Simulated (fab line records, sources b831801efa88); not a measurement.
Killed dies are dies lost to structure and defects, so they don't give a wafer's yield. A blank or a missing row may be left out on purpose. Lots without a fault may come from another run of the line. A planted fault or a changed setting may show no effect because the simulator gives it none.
Which tool did it? | flow sky130 | 24 lots, 72 wafers sampled, at 6 steps of a route of 708

WHAT THE GAUGES READ, wafer by wafer
SKY_FIELD_ISO_THK_MEAS_04. Usual: FIELD_ISO_CVD_03_THK 166.0 nm, standard deviation 1.4.
lot  | measured    | on            | FIELD_ISO_CVD_03_THK (nm) | flag
L074 | day 1 14:01 | film_metro-01 | 166.2 163.7 165.1         |
L075 | day 1 19:16 | film_metro-01 | 165.9 165.5 167.0         |
L076 | day 1 23:56 | film_metro-01 | 165.6 166.4 165.3         |
L077 | day 2 05:25 | film_metro-01 | 166.4 165.9 166.9         |
L078 | day 2 09:41 | film_metro-04 | 166.5 165.6 166.9         |
L079 | day 2 16:55 | film_metro-01 | 166.4 166.5 166.6         |
L080 | day 2 21:32 | film_metro-01 | 167.4 167.6 168.3         |
L081 | day 3 02:58 | film_metro-01 | 166.5 167.1 167.6         |
L082 | day 3 06:06 | film_metro-01 | 166.0 165.0 165.6         |
L083 | day 3 11:40 | film_metro-01 | 169.3 167.0 168.0         |
L084 | day 3 17:43 | film_metro-01 | 166.6 166.2 166.1         |
L085 | day 3 21:11 | film_metro-01 | 167.2 167.4 167.5         |
L086 | day 4 03:10 | film_metro-03 | 166.2 165.5 166.4         |
L087 | day 4 06:50 | film_metro-01 | 164.4 163.2 164.1         |
L088 | day 4 11:31 | film_metro-03 | 163.9 163.3 165.2         |
L089 | day 4 19:08 | film_metro-03 | 164.0 165.7 165.3         |
L090 | day 5 00:32 | film_metro-04 | 166.2 166.2 165.9         |
L091 | day 5 03:40 | film_metro-01 | 166.3 166.1 164.9         |
L092 | day 5 11:38 | film_metro-04 | 166.7 165.6 166.6         |
L093 | day 5 13:25 | film_metro-04 | 166.1 165.4 166.1         |
L094 | day 5 18:46 | film_metro-01 | 165.5 165.3 165.6         |
L095 | day 5 22:45 | film_metro-04 | 163.5 163.7 162.6         |
L096 | day 6 04:02 | film_metro-01 | 166.6 165.7 166.3         |
L097 | day 6 09:08 | film_metro-04 | 164.6 164.7 164.1         |

SKY_VIA3_OVL_MEAS_13. Usual: VIA3_OVL 1 nm, standard deviation 6.8.
lot  | measured     | on         | VIA3_OVL (nm) | flag
L074 | day 39 07:37 | overlay-01 | 4 -2 2        |
L075 | day 39 19:25 | overlay-02 | 4 3 2         |
L076 | day 41 08:28 | overlay-01 | -5 -1 7       |
L077 | day 41 06:17 | overlay-02 | 10 13 0       |
L078 | day 41 08:20 | overlay-02 | 7 3 4         |
L079 | day 41 09:29 | overlay-01 | -4 2 1        |
L080 | day 41 11:55 | overlay-02 | -7 0 -1       |
L081 | day 41 17:14 | overlay-02 | 0 7 -2        |
L082 | day 41 20:23 | overlay-01 | -12 -7 -2     |
L083 | day 42 02:23 | overlay-02 | 8 0 7         |
L084 | day 42 13:59 | overlay-02 | 7 19 12       |
L085 | day 43 02:16 | overlay-02 | -6 -14 -10    |
L086 | day 43 11:35 | overlay-02 | -1 -2 1       |
L087 | day 43 14:23 | overlay-01 | -1 -12 0      |
L088 | day 43 16:14 | overlay-01 | 6 -2 5        |
L089 | day 43 18:23 | overlay-01 | -7 -5 0       |
L090 | day 44 07:23 | overlay-02 | -11 -8 -8     |
L091 | day 44 07:34 | overlay-01 | 2 -5 6        |
L092 | day 45 00:17 | overlay-01 | 9 5 13        |
L093 | day 45 04:49 | overlay-02 | 10 1 2        |
L094 | day 45 11:46 | overlay-02 | 6 5 -4        |
L095 | day 45 10:28 | overlay-02 | -5 -1 0       |
L096 | day 45 14:20 | overlay-02 | -8 -8 -8      |
L097 | day 45 18:32 | overlay-02 | 6 7 12        |

SKY_CAP2M_THK_MEAS_01. Usual: CAP2M_CVD_00_THK 15.54 nm, standard deviation 0.23.
lot  | measured     | on            | CAP2M_CVD_00_THK (nm) | flag
L074 | day 39 09:11 | film_metro-02 | 15.59 15.63 15.75     |
L075 | day 39 21:01 | film_metro-04 | 15.20 15.11 15.57     |
L076 | day 41 10:02 | film_metro-01 | 15.16 15.25 15.33     |
L077 | day 41 07:53 | film_metro-02 | 15.16 15.40 15.41     |
L078 | day 41 09:57 | film_metro-02 | 15.23 15.64 15.39     |
L079 | day 41 11:07 | film_metro-04 | 15.46 15.42 15.85     |
L080 | day 41 13:38 | film_metro-01 | 15.52 15.27 15.64     |
L081 | day 41 18:52 | film_metro-04 | 15.26 15.60 15.64     |
L082 | day 41 22:23 | film_metro-02 | 15.20 15.48 15.78     |
L083 | day 42 04:23 | film_metro-01 | 15.53 15.61 15.75     |
L084 | day 42 16:10 | film_metro-01 | 15.18 15.35 15.37     |
L085 | day 43 03:50 | film_metro-01 | 15.69 16.08 15.65     |
L086 | day 43 13:11 | film_metro-02 | 15.59 15.55 15.51     |
L087 | day 43 15:58 | film_metro-02 | 15.71 15.34 15.66     |
L088 | day 43 17:50 | film_metro-01 | 15.64 15.78 15.84     |
L089 | day 43 20:02 | film_metro-04 | 15.81 16.07 16.17     |
L090 | day 44 08:57 | film_metro-01 | 15.69 15.46 15.71     |
L091 | day 44 09:11 | film_metro-02 | 15.97 15.83 15.82     |
L092 | day 45 01:53 | film_metro-04 | 15.36 15.64 15.64     |
L093 | day 45 06:25 | film_metro-04 | 15.49 15.55 15.68     |
L094 | day 45 13:21 | film_metro-01 | 15.49 15.67 15.58     |
L095 | day 45 12:08 | film_metro-02 | 15.09 15.51 15.51     |
L096 | day 45 15:54 | film_metro-01 | 15.37 15.41 15.55     |
L097 | day 45 20:07 | film_metro-04 | 15.58 15.47 16.05     |

WHICH TOOL RAN EACH LOT (tool, then ch and the chambers of the sampled wafers, then the start)
lot  | SKY_NWELL_RTA_28                 | SKY_VT_ADJUST_LVTN_STRIP_20          | SKY_VIA2_CVD_21
L074 | rtp_anneal-02 ch 0, day 5 03:53  | plasma_asher-01 ch 0,1, day 7 12:23  | cvd_w-01 ch 0,1, day 35 23:10
L075 | rtp_anneal-02 ch 0, day 5 14:59  | plasma_asher-03 ch 0,1, day 8 00:02  | cvd_w-02 ch 0,1, day 36 11:23
L076 | rtp_anneal-02 ch 0, day 5 21:39  | plasma_asher-01 ch 0, day 8 08:44    | cvd_w-01 ch 0,1, day 38 03:20
L077 | rtp_anneal-02 ch 0, day 5 23:32  | plasma_asher-01 ch 0,1, day 8 10:17  | cvd_w-02 ch 0,1, day 38 00:22
L078 | rtp_anneal-02 ch 0, day 6 04:59  | plasma_asher-03 ch 1, day 8 15:46    | cvd_w-02 ch 1, day 38 02:57
L079 | rtp_anneal-02 ch 0, day 6 12:23  | plasma_asher-04 ch 0,1, day 9 00:05  | cvd_w-02 ch 0,1, day 38 04:15
L080 | rtp_anneal-02 ch 0, day 6 20:24  | plasma_asher-01 ch 0,1, day 9 08:44  | cvd_w-01 ch 0,1, day 38 07:58
L081 | rtp_anneal-02 ch 0, day 7 03:41  | plasma_asher-01 ch 0,1, day 9 19:07  | cvd_w-01 ch 0,1, day 38 14:12
L082 | rtp_anneal-02 ch 0, day 7 05:32  | plasma_asher-03 ch 0,1, day 9 20:44  | cvd_w-01 ch 0,1, day 38 16:18
L083 | rtp_anneal-01 ch 0, day 7 10:59  | plasma_asher-03 ch 0,1, day 10 02:41 | cvd_w-01 ch 1, day 38 23:14
L084 | rtp_anneal-02 ch 0, day 7 22:02  | plasma_asher-01 ch 0,1, day 10 15:38 | cvd_w-01 ch 0,1, day 39 11:28
L085 | rtp_anneal-02 ch 0, day 8 07:56  | plasma_asher-01 ch 1, day 11 02:04   | cvd_w-02 ch 0,1, day 40 00:23
L086 | rtp_anneal-01 ch 0, day 8 09:02  | plasma_asher-01 ch 0,1, day 11 03:27 | cvd_w-02 ch 0,1, day 40 10:03
L087 | rtp_anneal-01 ch 0, day 8 14:34  | plasma_asher-03 ch 0,1, day 11 09:49 | cvd_w-02 ch 0,1, day 40 13:09
L088 | rtp_anneal-02 ch 0, day 8 19:59  | plasma_asher-03 ch 0,1, day 11 15:33 | cvd_w-02 ch 0,1, day 40 15:07
L089 | rtp_anneal-02 ch 0, day 9 03:41  | plasma_asher-04 ch 0,1, day 12 01:17 | cvd_w-02 ch 0,1, day 40 18:12
L090 | rtp_anneal-01 ch 0, day 9 10:34  | plasma_asher-04 ch 0,1, day 12 07:50 | cvd_w-01 ch 0,1, day 41 07:04
L091 | rtp_anneal-02 ch 0, day 9 12:19  | plasma_asher-03 ch 0,1, day 12 10:05 | cvd_w-01 ch 0,1, day 41 07:14
L092 | rtp_anneal-02 ch 0, day 10 09:27 | plasma_asher-01 ch 0,1, day 13 09:25 | cvd_w-02 ch 0,1, day 42 01:20
L093 | rtp_anneal-01 ch 0, day 10 10:29 | plasma_asher-04 ch 0,1, day 13 11:05 | cvd_w-01 ch 0,1, day 42 05:31
L094 | rtp_anneal-01 ch 0, day 10 18:53 | plasma_asher-01 ch 0,1, day 13 20:02 | cvd_w-02 ch 0,1, day 42 13:16
L095 | rtp_anneal-02 ch 0, day 10 18:44 | plasma_asher-04 ch 0,1, day 13 19:58 | cvd_w-02 ch 0,1, day 42 12:00
L096 | rtp_anneal-02 ch 0, day 10 21:50 | plasma_asher-01 ch 0,1, day 14 00:43 | cvd_w-01 ch 0,1, day 42 16:40
L097 | rtp_anneal-01 ch 0, day 11 02:04 | plasma_asher-04 ch 0,1, day 14 04:20 | cvd_w-01 ch 0,1, day 42 22:08
- SKY_NWELL_RTA_28: time 30 s.
- SKY_VT_ADJUST_LVTN_STRIP_20: strips in O2/N2.
- SKY_VIA2_CVD_21: deposits W, target thk 420 nm, time 126.4 s.

WHAT THE TOOLS THEMSELVES READ (means of the sampled wafers that have a number; where no wafer has one, the mark that the record gives instead)
SKY_NWELL_RTA_28. Usual: chamber_o2_ppm 1.996, standard deviation 0.022; lamp_power_pct 25.31 %, standard deviation 0.051; ramp_up_c_per_s 150.00, standard deviation 0.028; wafer_temp_C_max 1054.7, standard deviation 0.93.
lot  | tool          | chamber_o2_ppm | lamp_power_pct (%) | ramp_up_c_per_s | wafer_temp_C_max | flag
L074 | rtp_anneal-02 | 1.986          | 25.26              | 149.99          | 1054.4           |
L075 | rtp_anneal-02 | 1.998          | 25.30              | 150.01          | 1054.0           |
L076 | rtp_anneal-02 | 1.982          | 25.36              | 149.98          | 1055.1           |
L077 | rtp_anneal-02 | 1.992          | 25.33              | 149.98          | 1055.5           |
L078 | rtp_anneal-02 | 2.004          | 25.29              | 150.03          | 1055.1           |
L079 | rtp_anneal-02 | 1.969          | 25.30              | 149.99          | 1054.8           |
L080 | rtp_anneal-02 | 1.980          | 25.27              | 149.97          | 1053.5           |
L081 | rtp_anneal-02 | 2.028          | 25.34              | 149.99          | 1055.3           |
L082 | rtp_anneal-02 | 2.004          | 25.35              | 150.00          | 1054.2           |
L083 | rtp_anneal-01 | 1.997          | 25.31              | 149.99          | 1055.3           |
L084 | rtp_anneal-02 | 1.991          | 25.32              | 149.96          | 1055.1           |
L085 | rtp_anneal-02 | 1.988          | 25.30              | 150.01          | 1054.2           |
L086 | rtp_anneal-01 | 2.016          | 25.35              | 150.03          | 1054.3           |
L087 | rtp_anneal-01 | 2.007          | 25.27              | 150.04          | 1054.4           |
L088 | rtp_anneal-02 | 2.007          | 25.32              | 149.98          | 1054.4           |
L089 | rtp_anneal-02 | 2.020          | 25.29              | 149.99          | 1054.1           |
L090 | rtp_anneal-01 | 1.987          | 25.36              | 150.01          | 1054.9           |
L091 | rtp_anneal-02 | 1.992          | 25.30              | 149.99          | 1055.5           |
L092 | rtp_anneal-02 | 1.986          | 25.34              | 150.00          | 1054.0           |
L093 | rtp_anneal-01 | 1.987          | 25.29              | 150.00          | 1055.0           |
L094 | rtp_anneal-01 | 1.988          | 25.35              | 150.01          | 1054.9           |
L095 | rtp_anneal-02 | 2.016          | 25.38              | 150.01          | 1054.9           |
L096 | rtp_anneal-02 | 1.977          | 25.33              | 150.01          | 1055.0           |
L097 | rtp_anneal-01 | 2.003          | 25.29              | 150.00          | 1055.1           |

SKY_VT_ADJUST_LVTN_STRIP_20. Usual: drypump_motor_current_A 5.8 A, standard deviation 0.61; oes_product_au 0.716 a.u., standard deviation 0.0044; strip_time_to_endpoint_s 14.19 s, standard deviation 0.05.
lot  | tool            | drypump_motor_current_A (A) | oes_product_au (a.u.) | strip_time_to_endpoint_s (s) | flag
L074 | plasma_asher-01 | 5.7                         | 0.713                 | 14.18                        |
L075 | plasma_asher-03 | 5.6                         | 0.719                 | 14.10                        |
L076 | plasma_asher-01 | 5.3                         | 0.712                 | 14.19                        |
L077 | plasma_asher-01 | 6.1                         | 0.716                 | 14.16                        |
L078 | plasma_asher-03 | 6.5                         | 0.713                 | 14.23                        |
L079 | plasma_asher-04 | 5.5                         | 0.719                 | 14.20                        |
L080 | plasma_asher-01 | 6.1                         | 0.719                 | 14.21                        |
L081 | plasma_asher-01 | 5.7                         | 0.714                 | 14.06                        |
L082 | plasma_asher-03 | 5.6                         | 0.716                 | 14.20                        |
L083 | plasma_asher-03 | 6.1                         | 0.717                 | 14.23                        |
L084 | plasma_asher-01 | 5.7                         | 0.713                 | 14.19                        |
L085 | plasma_asher-01 | 6.6                         | 0.714                 | 14.24                        |
L086 | plasma_asher-01 | 5.7                         | 0.715                 | 14.17                        |
L087 | plasma_asher-03 | 5.6                         | 0.712                 | 14.16                        |
L088 | plasma_asher-03 | 5.6                         | 0.717                 | 14.16                        |
L089 | plasma_asher-04 | 5.5                         | 0.720                 | 14.23                        |
L090 | plasma_asher-04 | 5.5                         | 0.716                 | 14.22                        |
L091 | plasma_asher-03 | 5.6                         | 0.712                 | 14.19                        |
L092 | plasma_asher-01 | 6.1                         | 0.720                 | 14.27                        |
L093 | plasma_asher-04 | 5.5                         | 0.718                 | 14.17                        |
L094 | plasma_asher-01 | 6.1                         | 0.716                 | 14.15                        |
L095 | plasma_asher-04 | 5.8                         | 0.716                 | 14.21                        |
L096 | plasma_asher-01 | 6.1                         | 0.716                 | 14.19                        |
L097 | plasma_asher-04 | 5.5                         | 0.716                 | 14.16                        |

SKY_VIA2_CVD_21. Usual: heater_power_w 839 W, standard deviation 57.
lot  | tool     | heater_power_w (W) | flag
L074 | cvd_w-01 | 876                |
L075 | cvd_w-02 | 809                |
L076 | cvd_w-01 | 879                |
L077 | cvd_w-02 | 818                |
L078 | cvd_w-02 | 795                |
L079 | cvd_w-02 | 803                |
L080 | cvd_w-01 | 881                |
L081 | cvd_w-01 | 873                |
L082 | cvd_w-01 | 874                |
L083 | cvd_w-01 | 908                |
L084 | cvd_w-01 | 869                |
L085 | cvd_w-02 | 764                |
L086 | cvd_w-02 | 767                |
L087 | cvd_w-02 | 767                |
L088 | cvd_w-02 | 768                |
L089 | cvd_w-02 | 777                |
L090 | cvd_w-01 | 869                |
L091 | cvd_w-01 | 878                |
L092 | cvd_w-02 | 790                |
L093 | cvd_w-01 | 867                |
L094 | cvd_w-02 | 772                |
L095 | cvd_w-02 | 766                |
L096 | cvd_w-01 | 887                |
L097 | cvd_w-01 | 883                |

THE ANSWER, worked out from the rows above alone
Rule: a lot is off if the mean of its wafers that have a number lies more than 3 standard deviations from the usual mean. A lot without any number at a reading at which 4 lots or more have one is off too. The other lots that the step has rows for count as sound. The gauges are gone through in route order, then the tools' own readings, and for those a lot's mean is taken as printed above. The first step at which some lot is off is used, and at that step the reading that is off furthest; a lot without a number counts as furthest.
No lot is off at any reading shown: from this, nothing can be told.

WHAT THE SIMULATOR HAD PUT IN
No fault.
